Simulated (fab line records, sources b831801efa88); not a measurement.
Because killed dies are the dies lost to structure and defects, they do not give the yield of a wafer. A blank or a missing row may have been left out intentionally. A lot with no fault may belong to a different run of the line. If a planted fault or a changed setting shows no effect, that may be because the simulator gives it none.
fab line records	flow gf180mcu	part 1 of 2: steps 1 to 31 of 42
record: lots: 5	wafers: 15	last-day: 33
route steps=602 shown SAB@268 SALICIDE@278 CONTACT@287
lots that met no fault: from a run of the same line without faults
start-h: hours from the record's first day to the start of the lot's first wafer shown	wait-h: time in hours since the lot's previous step	" the same as in the row above	L1.1+2: one row covering several wafers at once	- either no value or no given start	* or withheld: withheld	< > ~ a bound
route shown NAME@n: names a module that has steps shown in the file, with the first one's number in the route	usual: average and standard deviation across the fault-free wafers	same: alike in all rows	chamber/n: place in a boat	sites: readings site by site	_std_site: their standard deviation	_edge_site: outer sites' mean less inner sites'	radius-mm: how far each site lies from the wafer's centre	mask NAME#n: copy n	behind: tool/chamber where the wafer was last shaped	hold: what put the lot on hold/how long, in hours/how the hold closed	device: names the non-switching transistor (n, p or np)	end of line: tests run on the same wafers once the route is complete	for a step that has no rows: nothing shown but its recipe	killed: not the wafer's yield, but the dies lost to structure and defects at the first sort	map: the dies of a wafer, with x for killed, . for not killed, _ for no die there
set.NAME: setting as actually run; set.NAME@STEP: the setting as run at that earlier step	model.NAME: the simulator's own value behind a step, which no gauge read
a table for each step, a row for each wafer; lots at some steps of the route
services: a tool's chamber out of use, with start hour (start-h, from the record's first day; less than 0 if before it), hours out, and reason
== steps ==
step: GF_SAB_COAT_04
recipe: resist: NOVOLAK	spin-rpm: 3000	resist-thk-nm: 1000
lot.wafer	tool	chamber	start-h	wait-h
L077.1+4+6	litho-track-01	0	348.35	0.1
L082.1+3+6	litho-track-02	0	404.61	0.1
L085.2+4+5	litho-track-01	0	432.67	0.1
L090.2+3+6	litho-track-02	0	468.28	0.1
L093.2+4+5	litho-track-02	0	496.98	0.1
step: GF_SAB_SOFTBAKE_05
recipe: temp-c: 90	time-s: 60	resist: NOVOLAK
lot.wafer	tool	chamber	start-h	wait-h
L077.1+4+6	litho-track-01	0	348.50	0.1
L082.1+3+6	litho-track-02	0	404.76	0.1
L085.2+4+5	litho-track-01	0	432.82	0.1
L090.2+3+6	litho-track-02	0	468.43	0.1
L093.2+4+5	litho-track-02	0	497.13	0.1
step: GF_SAB_EXPOSE_06
recipe: mask-id: SAB	target-cd-nm: 420	na: 0.6	source-shape: conventional	sigma-outer: 0.6	dose-mj: 140
usual: exposure-dose-mJ-cm2: 139.31/0.15
lot.wafer	tool	chamber	start-h	wait-h	mask	exposure-dose-mJ-cm2
L077.1	iline-stepper-02	0	-	-	SAB#0	139.25
L077.4	"	0	"	"	SAB#0	139.37
L077.6	"	0	"	"	SAB#0	139.18
L082.1	iline-stepper-02	0	-	-	SAB#0	139.33
L082.3	"	0	"	"	SAB#0	139.04
L082.6	"	0	"	"	SAB#0	139.17
L085.2	iline-stepper-02	0	-	-	SAB#0	139.31
L085.4	"	0	"	"	SAB#0	139.21
L085.5	"	0	"	"	SAB#0	139.28
L090.2	iline-stepper-01	0	-	-	SAB#0	139.24
L090.3	"	0	"	"	SAB#0	139.15
L090.6	"	0	"	"	SAB#0	139.46
L093.2	iline-stepper-01	0	-	-	SAB#0	139.07
L093.4	"	0	"	"	SAB#0	139.49
L093.5	"	0	"	"	SAB#0	139.39
step: GF_SAB_PEB_07
recipe: temp-c: withheld	time-s: *	resist: NOVOLAK
lot.wafer	tool	chamber	start-h	wait-h
L077.1+4+6	litho-track-01	0	-	-
L082.1+3+6	litho-track-02	0	-	-
L085.2+4+5	litho-track-02	0	-	-
L090.2+3+6	litho-track-03	0	-	-
L093.2+4+5	litho-track-01	0	-	-
step: GF_SAB_DEVELOP_08
recipe: develop-time-s: 60	dev-temp-c: 22.66
lot.wafer	tool	chamber	start-h	wait-h
L077.1+4+6	litho-track-01	0	359.10	0.1
L082.1+3+6	litho-track-02	0	416.16	0.1
L085.2+4+5	litho-track-02	0	444.73	0.1
L090.2+3+6	litho-track-03	0	480.18	0.1
L093.2+4+5	litho-track-01	0	508.07	0.1
step: GF_SAB_CD_MEAS_09
recipe: target-cd-nm: 420
usual: cd-nm: 419.6/2.2
lot.wafer	tool	chamber	start-h	wait-h	cd-nm
L077.1	cd-sem-01	-	359.25	0.1	421.1
L077.4	"	-	"	"	421.6
L077.6	"	-	"	"	419.0
L082.1	cd-sem-01	-	416.31	0.1	422.1
L082.3	"	-	"	"	421.6
L082.6	"	-	"	"	421.5
L085.2	cd-sem-02	-	444.88	0.1	419.4
L085.4	"	-	"	"	420.5
L085.5	"	-	"	"	416.9
L090.2	cd-sem-02	-	480.32	0.1	420.8
L090.3	"	-	"	"	418.5
L090.6	"	-	"	"	417.9
L093.2	cd-sem-01	-	508.22	0.1	416.4
L093.4	"	-	"	"	418.2
L093.5	"	-	"	"	416.8
step: GF_SAB_OVL_MEAS_10
usual: SAB_OVL: -0.4/1.6
lot.wafer	tool	chamber	start-h	wait-h	SAB_OVL[nm]
L077.1	overlay-01	-	359.37	0.1	-0.8
L077.4	"	-	"	"	-3.7
L077.6	"	-	"	"	-1.4
L082.1	overlay-02	-	416.43	0.1	-0.3
L082.3	"	-	"	"	0.1
L082.6	"	-	"	"	-1.9
L085.2	overlay-01	-	444.98	0.1	-1.5
L085.4	"	-	"	"	-0.4
L085.5	"	-	"	"	-2.5
L090.2	overlay-01	-	480.43	0.1	-0.4
L090.3	"	-	"	"	-2.0
L090.6	"	-	"	"	0.2
L093.2	overlay-02	-	508.32	0.1	0.8
L093.4	"	-	"	"	2.8
L093.5	"	-	"	"	0.0
step: GF_SAB_ETCH_11
recipe: chemistry: C4F8/O2/Ar	mask-material: NOVOLAK	target: SiO2	target-depth-nm: 55	source-w: 1500	bias-w: 1200	pressure-mtorr: 40	c4f8-flow-sccm: withheld	O2_flow_sccm: 6	Ar_flow_sccm: 300	time-s: 8.5
usual: oes-product-au: 0.999/0.018
lot.wafer	tool	chamber	start-h	wait-h	oes-product-au	rf-hours-counter-h
L077.1	rie-diel-01	0	359.41	0.0	0.991	3
L077.4	"	3	"	"	1.031	69
L077.6	"	3	"	"	1.016	-
L082.1	rie-diel-02	1	416.46	0.0	1.014	51
L082.3	"	0	"	"	1.010	14
L082.6	"	2	"	"	0.986	-
L085.2	rie-diel-03	1	445.01	0.0	1.011	103
L085.4	"	0	"	"	1.031	16
L085.5	"	1	"	"	1.006	-
L090.2	rie-diel-03	3	480.46	0.0	0.986	4
L090.3	"	1	"	"	0.989	0
L090.6	"	1	"	"	0.980	-
L093.2	rie-diel-01	2	508.35	0.0	1.005	22
L093.4	"	0	"	"	0.996	7
L093.5	"	0	"	"	0.988	-
step: GF_SAB_WET_ETCH_12
recipe: chemistry: dHF	target-depth-nm: 22	dry: n2-spin	target: SiO2	temp-c: 25	dilution: 100:1	time-s: 440
lot.wafer	tool	chamber	start-h	wait-h
L077.1+4+6	wet-bench-02	2	359.43	0.0
L082.1+3+6	wet-bench-04	0	416.49	0.0
L085.2+4+5	wet-bench-03	2	445.04	0.0
L090.2+3+6	wet-bench-02	1	480.48	0.0
L093.2+4+5	wet-bench-04	0	508.38	0.0
step: GF_SAB_STRIP_13
recipe: chemistry: O2/N2	power-w: 1400	pressure-mtorr: 1500	platen-temp-c: 250	o2-flow-sccm: 3000	n2-flow-sccm: 300	overash-fraction: 0.5
usual: drypump-motor-current-A: 5.3/0.48	heater-power-w: 324/22	oes-product-au: 0.710/0.0045	strip-time-to-endpoint-s: 12.60/0.039
lot.wafer	tool	chamber	start-h	wait-h	drypump-motor-current-A	heater-power-w	oes-product-au	rf-hours-counter-h	strip-time-to-endpoint-s
L077.1	plasma-asher-04	0	359.56	0.0	5.0	337	0.707	70	12.57
L077.4	"	1	"	"	6.0	302	0.707	-	12.58
L077.6	"	1	"	"	6.0	308	0.718	-	12.56
L082.1	plasma-asher-03	1	416.63	0.0	5.2	318	0.712	30	12.65
L082.3	"	1	"	"	5.2	318	0.706	-	12.60
L082.6	"	1	"	"	5.2	313	0.712	-	12.63
L085.2	plasma-asher-02	1	445.30	0.0	6.0	309	0.710	74	12.54
L085.4	"	1	"	"	6.0	321	0.712	-	12.55
L085.5	"	0	"	"	5.3	368	0.709	-	12.56
L090.2	plasma-asher-02	0	480.63	0.0	5.2	369	0.713	79	12.57
L090.3	"	0	"	"	5.2	363	0.703	-	12.56
L090.6	"	1	"	"	5.9	305	0.705	-	12.56
L093.2	plasma-asher-02	1	508.53	0.0	5.9	321	0.710	82	12.57
L093.4	"	0	"	"	5.3	362	0.712	-	12.57
L093.5	"	1	"	"	5.9	317	0.712	-	12.58
step: GF_SALICIDE_CLEAN_00
recipe: chemistry: SC1/SC2	mix: 1:4:20	temp-c: 70	time-s: 150
lot.wafer	tool	chamber	start-h	wait-h
L077.1+4+6	wet-bench-01	3	359.66	0.1
L082.1+3+6	wet-bench-02	1	416.73	0.1
L085.2+4+5	wet-bench-04	1	445.40	0.1
L090.2+3+6	wet-bench-01	0	480.73	0.1
L093.2+4+5	wet-bench-01	2	508.63	0.1
step: GF_SALICIDE_WET_ETCH_01
recipe: chemistry: dHF	target-depth-nm: 5	dry: ipa-marangoni	target: SiO2	temp-c: 25	dilution: 100:1	time-s: 100
lot.wafer	tool	chamber	start-h	wait-h
L077.1+4+6	wet-bench-04	1	359.71	0.0
L082.1+3+6	wet-bench-01	2	416.78	0.0
L085.2+4+5	wet-bench-01	1	445.45	0.0
L090.2+3+6	wet-bench-02	2	480.83	0.0
L093.2+4+5	wet-bench-04	3	508.68	0.0
step: GF_SALICIDE_SPUTTER_02
recipe: material: Co	target-thk-nm: 10	power-w: 1000	time-s: 20	chamber-pressure-pa: 0.4
usual: throttle-valve-pct: 30.6/0.73
lot.wafer	tool	chamber	start-h	wait-h	throttle-valve-pct
L077.1	pvd-sputter-02	-	359.74	0.0	30.6
L077.4	"	-	"	"	30.3
L077.6	"	-	"	"	30.3
L082.1	pvd-sputter-03	-	416.81	0.0	31.2
L082.3	"	-	"	"	30.8
L082.6	"	-	"	"	31.1
L085.2	pvd-sputter-02	-	445.49	0.0	30.7
L085.4	"	-	"	"	30.7
L085.5	"	-	"	"	30.8
L090.2	pvd-sputter-02	-	480.88	0.0	30.9
L090.3	"	-	"	"	31.0
L090.6	"	-	"	"	30.3
L093.2	pvd-sputter-03	-	508.72	0.0	31.2
L093.4	"	-	"	"	30.7
L093.5	"	-	"	"	29.8
step: GF_SALICIDE_SPUTTER_03
recipe: material: TiN	target-thk-nm: 20	power-w: 6342	time-s: 16.7	chamber-pressure-pa: 0.4
usual: throttle-valve-pct: 30.6/0.74
lot.wafer	tool	chamber	start-h	wait-h	throttle-valve-pct
L077.1	pvd-sputter-02	-	359.77	0.0	30.7
L077.4	"	-	"	"	30.4
L077.6	"	-	"	"	30.5
L082.1	pvd-sputter-03	-	416.84	0.0	31.1
L082.3	"	-	"	"	30.7
L082.6	"	-	"	"	31.0
L085.2	pvd-sputter-02	-	445.52	0.0	30.6
L085.4	"	-	"	"	30.8
L085.5	"	-	"	"	31.0
L090.2	pvd-sputter-02	-	480.90	0.0	30.7
L090.3	"	-	"	"	30.7
L090.6	"	-	"	"	30.6
L093.2	pvd-sputter-03	-	508.75	0.0	30.9
L093.4	"	-	"	"	30.8
L093.5	"	-	"	"	30.2
step: GF_SALICIDE_RS_MEAS_04
recipe: thk-meas-gauge: four-point-probe	reads: TiN_of_SALICIDE_SPUTTER_03+Co_of_SALICIDE_SPUTTER_02
usual: SALICIDE_TIN_RS: 16.57/0.3
lot.wafer	tool	chamber	start-h	wait-h	SALICIDE_TIN_RS[ohm/sq]
L077.1	film-metro-02	-	359.80	0.0	16.53
L077.4	"	-	"	"	16.29
L077.6	"	-	"	"	16.69
L082.1	film-metro-01	-	416.87	0.0	16.60
L082.3	"	-	"	"	16.32
L082.6	"	-	"	"	16.72
L085.2	film-metro-04	-	445.56	0.0	16.70
L085.4	"	-	"	"	16.74
L085.5	"	-	"	"	16.56
L090.2	film-metro-01	-	480.95	0.0	16.51
L090.3	"	-	"	"	16.13
L090.6	"	-	"	"	16.61
L093.2	film-metro-04	-	508.80	0.0	16.53
L093.4	"	-	"	"	16.23
L093.5	"	-	"	"	16.58
step: GF_SALICIDE_THK_MEAS_05
recipe: thk-meas-gauge: xrf	reads: TiN_of_SALICIDE_SPUTTER_03
usual: SALICIDE_TIN_THK: 19.59/0.28
lot.wafer	tool	chamber	start-h	wait-h	SALICIDE_TIN_THK[nm]
L077.1	film-metro-02	-	359.92	0.1	19.96
L077.4	"	-	"	"	19.57
L077.6	"	-	"	"	19.85
L082.1	film-metro-01	-	416.99	0.1	20.18
L082.3	"	-	"	"	19.81
L082.6	"	-	"	"	20.34
L085.2	film-metro-04	-	445.67	0.1	19.28
L085.4	"	-	"	"	19.37
L085.5	"	-	"	"	19.44
L090.2	film-metro-01	-	481.06	0.1	19.84
L090.3	"	-	"	"	19.81
L090.6	"	-	"	"	19.78
L093.2	film-metro-04	-	508.91	0.1	19.91
L093.4	"	-	"	"	19.66
L093.5	"	-	"	"	19.92
step: GF_SALICIDE_RTA_06
recipe: temp-c: 530	time-s: 30	ambient: N2
usual: lamp-power-pct: 6.34/0.06	wafer_temp_C_max: 531.9/0.46
lot.wafer	tool	chamber	start-h	wait-h	lamp-power-pct	wafer_temp_C_max
L077.1	rtp-anneal-01	0	359.98	0.1	6.40	532.6
L077.4	"	0	"	"	6.40	531.3
L077.6	"	0	"	"	6.41	532.2
L082.1	rtp-anneal-01	0	417.05	0.1	6.41	531.8
L082.3	"	0	"	"	6.41	532.1
L082.6	"	0	"	"	6.40	531.6
L085.2	rtp-anneal-01	0	445.74	0.1	6.42	531.8
L085.4	"	0	"	"	6.40	531.8
L085.5	"	0	"	"	6.40	531.5
L090.2	rtp-anneal-01	0	481.13	0.1	6.40	531.6
L090.3	"	0	"	"	6.41	532.4
L090.6	"	0	"	"	6.41	531.9
L093.2	rtp-anneal-02	0	508.99	0.1	6.27	531.7
L093.4	"	0	"	"	6.29	531.7
L093.5	"	0	"	"	6.29	531.6
step: GF_SALICIDE_WET_ETCH_07
recipe: chemistry: SPM	target-depth-nm: 120	dry: n2-spin
lot.wafer	tool	chamber	start-h	wait-h
L077.1+4+6	wet-bench-02	3	360.08	0.1
L082.1+3+6	wet-bench-02	0	417.15	0.1
L085.2+4+5	wet-bench-04	3	445.82	0.1
L090.2+3+6	wet-bench-01	2	481.21	0.1
L093.2+4+5	wet-bench-01	2	509.16	0.1
step: GF_SALICIDE_RTA_08
recipe: temp-c: 800	time-s: 30	ambient: N2
usual: lamp-power-pct: 17.62/0.17	wafer_temp_C_max: 802.9/0.59
lot.wafer	tool	chamber	start-h	wait-h	lamp-power-pct	wafer_temp_C_max
L077.1	rtp-anneal-02	0	360.17	0.0	17.45	801.9
L077.4	"	0	"	"	17.46	803.0
L077.6	"	0	"	"	17.45	802.2
L082.1	rtp-anneal-02	0	417.24	0.0	17.45	802.1
L082.3	"	0	"	"	17.43	802.2
L082.6	"	0	"	"	17.47	803.2
L085.2	rtp-anneal-02	0	445.94	0.0	17.46	803.4
L085.4	"	0	"	"	17.43	803.1
L085.5	"	0	"	"	17.43	802.0
L090.2	rtp-anneal-02	0	481.32	0.0	17.45	803.1
L090.3	"	0	"	"	17.44	802.1
L090.6	"	0	"	"	17.42	803.1
L093.2	rtp-anneal-01	0	509.27	0.0	17.75	803.3
L093.4	"	0	"	"	17.78	803.9
L093.5	"	0	"	"	17.78	802.5
step: GF_CONTACT_CVD_00
recipe: material: SiO2	target-thk-nm: 300	sigma-open-frac: 0.3	temp-c: 400	time-s: 50	sih4-flow-sccm: 60	pressure-mtorr: 6
lot.wafer	tool	chamber	start-h	wait-h
L077.1+4+6	hdpcvd-01	1,2,1	360.27	0.1
L082.1+3+6	hdpcvd-02	1,0,1	417.34	0.1
L085.2+4+5	hdpcvd-01	0,0,2	446.02	0.1
L090.2+3+6	hdpcvd-02	2,0,2	481.40	0.1
L093.2+4+5	hdpcvd-02	2,2,1	509.35	0.1
step: GF_CONTACT_THK_MEAS_01
recipe: reads: SiO2_of_CONTACT_CVD_00
usual: CONTACT_CVD_00_THK: 300/5.6
lot.wafer	tool	chamber	start-h	wait-h	CONTACT_CVD_00_THK[nm]
L077.1	film-metro-02	-	360.31	0.0	310
L077.4	"	-	"	"	293
L077.6	"	-	"	"	309
L082.1	film-metro-01	-	417.38	0.0	301
L082.3	"	-	"	"	296
L082.6	"	-	"	"	299
L085.2	film-metro-01	-	446.08	0.0	302
L085.4	"	-	"	"	300
L085.5	"	-	"	"	289
L090.2	film-metro-01	-	481.46	0.0	299
L090.3	"	-	"	"	297
L090.6	"	-	"	"	301
L093.2	film-metro-03	-	509.40	0.0	305
L093.4	"	-	"	"	306
L093.5	"	-	"	"	305
step: GF_CONTACT_CVD_02
recipe: material: SiO2	target-thk-nm: 860	precursor: TEOS	temp-c: 400	time-s: 95.992	rf-w: 600
usual: heater-power-w: 653/57
lot.wafer	tool	chamber	start-h	wait-h	heater-power-w
L077.1	pecvd-02	1	360.37	0.1	684
L077.4	"	0	"	"	535
L077.6	"	2	"	"	635
L082.1	pecvd-01	2	417.44	0.1	585
L082.3	"	0	"	"	587
L082.6	"	0	"	"	668
L085.2	pecvd-01	0	446.13	0.0	647
L085.4	"	1	"	"	656
L085.5	"	0	"	"	686
L090.2	pecvd-01	2	481.51	0.0	722
L090.3	"	0	"	"	643
L090.6	"	1	"	"	647
L093.2	pecvd-03	1	509.45	0.0	579
L093.4	"	2	"	"	766
L093.5	"	1	"	"	655
step: GF_CONTACT_THK_MEAS_03
recipe: reads: SiO2_of_CONTACT_CVD_02
usual: CONTACT_CVD_02_THK: 858/13
lot.wafer	tool	chamber	start-h	wait-h	CONTACT_CVD_02_THK[nm]
L077.1	film-metro-01	-	360.44	0.0	836
L077.4	"	-	"	"	845
L077.6	"	-	"	"	853
L082.1	film-metro-02	-	417.51	0.0	839
L082.3	"	-	"	"	847
L082.6	"	-	"	"	857
L085.2	film-metro-02	-	446.21	0.0	855
L085.4	"	-	"	"	866
L085.5	"	-	"	"	868
L090.2	film-metro-01	-	481.59	0.0	851
L090.3	"	-	"	"	857
L090.6	"	-	"	"	865
L093.2	film-metro-01	-	509.53	0.0	875
L093.4	"	-	"	"	878
L093.5	"	-	"	"	886
step: GF_CONTACT_CMP_04
recipe: material: SiO2	down-force-psi: 4	platen-rpm: 60	pad-velocity-m-s: 0.94248
usual: motor-current-A: 11.9/0.85	platen-rpm: 60.01/0.037	time-to-endpoint-s: 110/8.1
lot.wafer	tool	chamber	start-h	wait-h	motor-current-A	platen-rpm	time-to-endpoint-s
L077.4	cmp-01	2	360.55	0.1	11.1	60.00	106
L077.1	"	3	"	"	10.6	60.01	100
L077.6	"	1	"	"	11.1	60.03	111
L082.3	cmp-01	3	417.57	0.0	11.0	60.01	99
L082.1	"	0	"	"	12.1	59.97	96
L082.6	"	0	"	"	12.4	60.04	107
L085.2	cmp-01	0	446.26	0.0	12.4	60.03	108
L085.4	"	1	"	"	11.4	60.03	109
L085.5	"	1	"	"	11.8	60.06	114
L090.2	cmp-02	3	481.89	0.3	13.0	60.01	120
L090.3	"	0	"	"	13.1	59.94	106
L090.6	"	3	"	"	12.3	59.99	126
L093.4	cmp-01	2	509.63	0.1	11.5	59.98	118
L093.2	"	3	"	"	10.9	60.04	116
L093.5	"	1	"	"	11.7	60.01	120
step: GF_CONTACT_BOW_MEAS_05
recipe: mode: bow
usual: CONTACT_BOW: 66/6.6
lot.wafer	tool	chamber	start-h	wait-h	CONTACT_BOW[um]
L077.1	film-metro-01	-	360.80	0.1	65
L077.4	"	-	"	"	65
L077.6	"	-	"	"	60
L082.1	film-metro-02	-	417.87	0.2	71
L082.3	"	-	"	"	65
L082.6	"	-	"	"	69
L085.2	film-metro-03	-	446.58	0.3	61
L085.4	"	-	"	"	75
L085.5	"	-	"	"	59
L090.2	film-metro-01	-	482.16	0.2	54
L090.3	"	-	"	"	60
L090.6	"	-	"	"	61
L093.2	film-metro-02	-	509.90	0.2	65
L093.4	"	-	"	"	53
L093.5	"	-	"	"	63
step: GF_CONTACT_DEHYDRATE_06
recipe: temp-c: 200	time-s: 60
lot.wafer	tool	chamber	start-h	wait-h
L077.1+4+6	litho-track-03	0	371.25	10.4
L082.1+3+6	litho-track-04	0	429.25	11.4
L085.2+4+5	litho-track-01	0	458.22	11.6
L090.2+3+6	litho-track-01	0	493.77	11.6
L093.2+4+5	litho-track-04	0	521.48	11.6
step: GF_CONTACT_HMDS_07
recipe: prime-time-s: 60	prime-temp-c: 120
lot.wafer	tool	chamber	start-h	wait-h
L077.1+4+6	litho-track-03	0	371.40	0.1
L082.1+3+6	litho-track-04	0	429.40	0.1
L085.2+4+5	litho-track-01	0	458.37	0.1
L090.2+3+6	litho-track-01	0	493.92	0.1
L093.2+4+5	litho-track-04	0	521.63	0.1
step: GF_CONTACT_COAT_08
recipe: resist: BARC	temp-c: withheld	time-s: withheld	spin-rpm: withheld	resist-thk-nm: withheld
lot.wafer	tool	chamber	start-h	wait-h
L077.1+4+6	litho-track-03	0	371.55	0.1
L082.1+3+6	litho-track-04	0	429.55	0.1
L085.2+4+5	litho-track-01	0	458.52	0.1
L090.2+3+6	litho-track-01	0	494.07	0.1
L093.2+4+5	litho-track-04	0	521.78	0.1
step: GF_CONTACT_COAT_09
recipe: resist: KrF	spin-rpm: withheld	resist-thk-nm: 1000
lot.wafer	tool	chamber	start-h	wait-h
L077.1+4+6	litho-track-03	0	-	-
L082.1+3+6	litho-track-04	0	-	-
L085.2+4+5	litho-track-01	0	-	-
L090.2+3+6	litho-track-01	0	-	-
L093.2+4+5	litho-track-04	0	-	-
step: GF_CONTACT_SOFTBAKE_10
recipe: temp-c: 130	time-s: 60	resist: KrF
lot.wafer	tool	chamber	start-h	wait-h
L077.1+4+6	litho-track-03	0	-	-
L082.1+3+6	litho-track-04	0	-	-
L085.2+4+5	litho-track-01	0	-	-
L090.2+3+6	litho-track-01	0	-	-
L093.2+4+5	litho-track-04	0	-	-
step: GF_CONTACT_EXPOSE_11
recipe: mask-id: Contact	target-cd-nm: 220	na: 0.68	source-shape: conventional	sigma-outer: 0.6	dose-mj: 38
usual: exposure-dose-mJ-cm2: 38.2/0.31
lot.wafer	tool	chamber	start-h	wait-h	mask	exposure-dose-mJ-cm2
L077.1	krf-scanner-02	0	-	-	Contact#0	37.9
L077.4	"	0	"	"	Contact#0	37.9
L077.6	"	0	"	"	Contact#0	38.0
L082.1	krf-scanner-01	0	-	-	Contact#0	38.6
L082.3	"	0	"	"	Contact#0	38.6
L082.6	"	0	"	"	Contact#0	38.5
L085.2	krf-scanner-02	0	-	-	Contact#0	38.0
L085.4	"	0	"	"	Contact#0	37.9
L085.5	"	0	"	"	Contact#0	37.9
L090.2	krf-scanner-01	0	-	-	Contact#0	38.6
L090.3	"	0	"	"	Contact#0	38.5
L090.6	"	0	"	"	Contact#0	38.5
L093.2	krf-scanner-02	0	-	-	Contact#0	38.0
L093.4	"	0	"	"	Contact#0	38.0
L093.5	"	0	"	"	Contact#0	38.0
